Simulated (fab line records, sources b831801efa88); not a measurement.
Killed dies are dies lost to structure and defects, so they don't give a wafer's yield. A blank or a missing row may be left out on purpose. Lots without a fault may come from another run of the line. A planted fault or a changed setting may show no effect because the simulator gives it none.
Which tool did it? | flow sky130 | 11 lots, 30 wafers sampled, at 7 steps of a route of 708

WHAT THE GAUGES READ, wafer by wafer
SKY_METAL2_CD_MEAS_15: target cd 140 nm. Usual: cd_nm 140.1 nm, standard deviation 1.6.
lot  | measured     | on        | cd_nm (nm)        | flag
L734 | day 34 09:25 | cd_sem-02 | 139.8 139.9 139.5 |
L737 | day 35 19:56 | cd_sem-02 | 140.3 140.9       |
L738 | day 36 03:10 | cd_sem-01 | 137.7 138.7       |
L740 | day 36 12:50 | cd_sem-01 | 138.2 138.0       |
L747 | day 39 14:38 | cd_sem-02 | 142.2 143.9 142.0 |
L751 | day 41 05:20 | cd_sem-02 | 142.3 142.0 141.9 |
L752 | day 41 15:11 | cd_sem-01 | 139.3 138.3 137.4 |
L753 | day 41 17:38 | cd_sem-02 | 138.7 140.8 138.7 |
L755 | day 42 04:50 | cd_sem-02 | 137.9 138.1 138.5 |
L754 | day 42 10:55 | cd_sem-02 | 140.5 139.2 140.2 |
L756 | day 42 19:02 | cd_sem-02 | 141.9 140.7 142.0 |

SKY_VIA2_RS_MEAS_22: measures by four-point-probe. Usual: VIA2_W_RS 0.2724 ohm/sq, standard deviation 0.0028.
lot  | measured     | on            | VIA2_W_RS (ohm/sq)          | flag
L734 | day 35 13:13 | film_metro-03 | 0.2671 0.2704 0.2686        |
L737 | day 37 00:44 | film_metro-03 | 0.7816 0.2738 0.7796 0.2739 | OFF
L738 | day 37 08:02 | film_metro-02 | 0.8376 0.2764 0.8366 0.2762 | OFF
L740 | day 37 18:14 | film_metro-02 | 0.8243 0.8146 0.8256 0.8162 | OFF
L747 | day 40 17:47 | film_metro-02 | 0.2745 0.2721 0.2726        |
L751 | day 42 08:29 | film_metro-02 | 0.2694 0.2713 0.2678        |
L752 | day 42 17:37 | film_metro-04 | 0.2728 0.2706 0.2718        |
L753 | day 42 19:43 | film_metro-03 | 0.2751 0.2755 0.2758        |
L755 | day 43 06:13 | film_metro-02 | 0.2777 0.2748 0.2700        |
L754 | day 43 11:32 | film_metro-03 | 0.2750 0.2744 0.2759        |
L756 | day 43 19:58 | film_metro-02 | 0.2778 0.2746 0.2757        |

SKY_VIA2_THK_MEAS_23: measures by xrf. Usual: VIA2_W_THK 429 nm, standard deviation 5.7.
lot  | measured     | on            | VIA2_W_THK (nm) | flag
L734 | day 35 13:19 | film_metro-03 | 438 435 436     |
L737 | day 37 02:43 | film_metro-03 | 150 425 150 424 | OFF
L738 | day 37 12:44 | film_metro-02 | 142 426 141 428 | OFF
L740 | day 37 21:43 | film_metro-02 | 144 145         | OFF
L747 | day 40 17:55 | film_metro-02 | 430 437 435     |
L751 | day 42 08:37 | film_metro-02 | 438 433 437     |
L752 | day 42 17:43 | film_metro-04 | 429 432 429     |
L753 | day 42 19:50 | film_metro-03 | 421 420 421     |
L755 | day 43 06:20 | film_metro-02 | 429 437 439     |
L754 | day 43 11:39 | film_metro-03 | 422 424 420     |
L756 | day 43 20:04 | film_metro-02 | 430 436 434     |

SKY_CAPM_RS_MEAS_03: measures by four-point-probe. Usual: CAPM_TIN_RS 6.93 ohm/sq, standard deviation 0.059.
lot  | measured     | on            | CAPM_TIN_RS (ohm/sq) | flag
L734 | day 35 14:02 | film_metro-02 | 6.90 6.86 6.87       |
L737 | day 37 06:32 | film_metro-02 | 7.07 6.98            |
L738 | day 37 16:16 | film_metro-04 | 6.90 6.89            |
L740 | day 37 22:59 | film_metro-04 | 6.82 6.93            |
L747 | day 40 18:37 | film_metro-04 | 6.98 6.87 6.89       |
L751 | day 42 09:19 | film_metro-04 | 6.90 6.88 6.92       |
L752 | day 42 18:26 | film_metro-01 | 6.92 6.90 6.95       |
L753 | day 42 20:33 | film_metro-02 | 6.88 6.91 6.92       |
L755 | day 43 07:03 | film_metro-01 | 6.97 6.98 6.93       |
L754 | day 43 12:21 | film_metro-02 | 6.98 6.97 7.03       |
L756 | day 43 20:47 | film_metro-02 | 6.93 6.96 6.95       |

WHICH TOOL RAN EACH LOT (tool, then ch and the chambers of the sampled wafers, then the start)
lot  | SKY_VIA2_CVD_21               | SKY_VIA2_CMP_24               | SKY_METAL3_SPUTTER_04
L734 | cvd_w-01 ch 0,1, day 35 13:04 | cmp-01 ch 0,1,3, day 35 13:22 | pvd_sputter-04, day 35 13:46
L737 | cvd_w-01 ch 0,1, day 37 00:36 | cmp-01 ch 0,2, day 37 05:53   | pvd_sputter-04, day 37 06:17
L738 | cvd_w-01 ch 1, day 37 07:54   | cmp-01 ch 0,2, day 37 15:43   | pvd_sputter-01, day 37 16:01
L740 | cvd_w-01 ch 0,1, day 37 18:06 | cmp-01 ch 1,2, day 37 22:26   | pvd_sputter-04, day 37 22:44
L747 | cvd_w-01 ch 0,1, day 40 17:40 | cmp-02 ch 0,2, day 40 17:58   | pvd_sputter-01, day 40 18:23
L751 | cvd_w-02 ch 0,1, day 42 08:22 | cmp-02 ch 0,2,3, day 42 08:49 | pvd_sputter-04, day 42 09:05
L752 | cvd_w-01 ch 0,1, day 42 17:28 | cmp-02 ch 1,2,3, day 42 17:46 | pvd_sputter-01, day 42 18:10
L753 | cvd_w-01 ch 0,1, day 42 19:35 | cmp-01 ch 0,1,3, day 42 20:00 | pvd_sputter-04, day 42 20:19
L755 | cvd_w-01 ch 0,1, day 43 06:05 | cmp-02 ch 0,1,2, day 43 06:28 | pvd_sputter-04, day 43 06:49
L754 | cvd_w-02 ch 0,1, day 43 11:24 | cmp-01 ch 1,2,3, day 43 11:43 | pvd_sputter-04, day 43 12:07
L756 | cvd_w-02 ch 0,1, day 43 19:50 | cmp-01 ch 0,1, day 43 20:07   | pvd_sputter-01, day 43 20:31
- SKY_VIA2_CVD_21: deposits W, target thk 420 nm, time 126.4 s.
- SKY_VIA2_CMP_24: polishes, stops on SiO2, t overpolish 20 s, target thk 0 nm.
- SKY_METAL3_SPUTTER_04: material TiN, target thk 70 nm, time 58.3 s.

WHAT THE TOOLS THEMSELVES READ (means of the sampled wafers that have a number; where no wafer has one, the mark that the record gives instead)
SKY_VIA2_CVD_21. Usual: heater_power_w 794 W, standard deviation 42.
lot  | tool     | heater_power_w (W) | flag
L734 | cvd_w-01 | 767                |
L737 | cvd_w-01 | 768                |
L738 | cvd_w-01 | 754                |
L740 | cvd_w-01 | 756                |
L747 | cvd_w-01 | 727                |
L751 | cvd_w-02 | 814                |
L752 | cvd_w-01 | 719                |
L753 | cvd_w-01 | 734                |
L755 | cvd_w-01 | 716                |
L754 | cvd_w-02 | 833                |
L756 | cvd_w-02 | 818                |

SKY_VIA2_CMP_24. Usual: motor_current_A 11.7 A, standard deviation 0.75; time_to_endpoint_s 101 s, standard deviation 4.3.
lot  | tool   | motor_current_A (A) | time_to_endpoint_s (s) | flag
L734 | cmp-01 | 11.3                | 101                    |
L737 | cmp-01 | 11.9                | 69                     | OFF
L738 | cmp-01 | 12.0                | 65                     | OFF
L740 | cmp-01 | 12.1                | 36                     | OFF
L747 | cmp-02 | 12.7                | 103                    |
L751 | cmp-02 | 12.3                | 101                    |
L752 | cmp-02 | 12.1                | 98                     |
L753 | cmp-01 | 11.3                | 99                     |
L755 | cmp-02 | 12.4                | 105                    |
L754 | cmp-01 | 11.9                | 100                    |
L756 | cmp-01 | 11.3                | 98                     |

SKY_METAL3_SPUTTER_04. Usual: throttle_valve_pct 30.0 %, standard deviation 1.2.
lot  | tool           | throttle_valve_pct (%) | flag
L734 | pvd_sputter-04 | 29.7                   |
L737 | pvd_sputter-04 | 29.4                   |
L738 | pvd_sputter-01 | 30.9                   |
L740 | pvd_sputter-04 | 29.9                   |
L747 | pvd_sputter-01 | 29.9                   |
L751 | pvd_sputter-04 | 30.5                   |
L752 | pvd_sputter-01 | 30.7                   |
L753 | pvd_sputter-04 | 30.3                   |
L755 | pvd_sputter-04 | 30.5                   |
L754 | pvd_sputter-04 | 29.8                   |
L756 | pvd_sputter-01 | 29.3                   |

THE ANSWER, worked out from the rows above alone
Rule: a lot is off if the mean of its wafers that have a number lies more than 3 standard deviations from the usual mean. A lot without any number at a reading at which 4 lots or more have one is off too. The other lots that the step has rows for count as sound. The gauges are gone through in route order, then the tools' own readings, and for those a lot's mean is taken as printed above. The first step at which some lot is off is used, and at that step the reading that is off furthest; a lot without a number counts as furthest.
Off: L737, L738, L740, at SKY_VIA2_RS_MEAS_22 (VIA2_W_RS).
A tool fits if, at a process step before that reading, it ran every lot that is off, and no sound lot after the first of them. The gauges at SKY_VIA2_RS_MEAS_22 aren't tried: what is off there is off at SKY_VIA2_CMP_24 too, on other tools, and a gauge's error can't cause that. None of those tried fits.

WHAT THE SIMULATOR HAD PUT IN
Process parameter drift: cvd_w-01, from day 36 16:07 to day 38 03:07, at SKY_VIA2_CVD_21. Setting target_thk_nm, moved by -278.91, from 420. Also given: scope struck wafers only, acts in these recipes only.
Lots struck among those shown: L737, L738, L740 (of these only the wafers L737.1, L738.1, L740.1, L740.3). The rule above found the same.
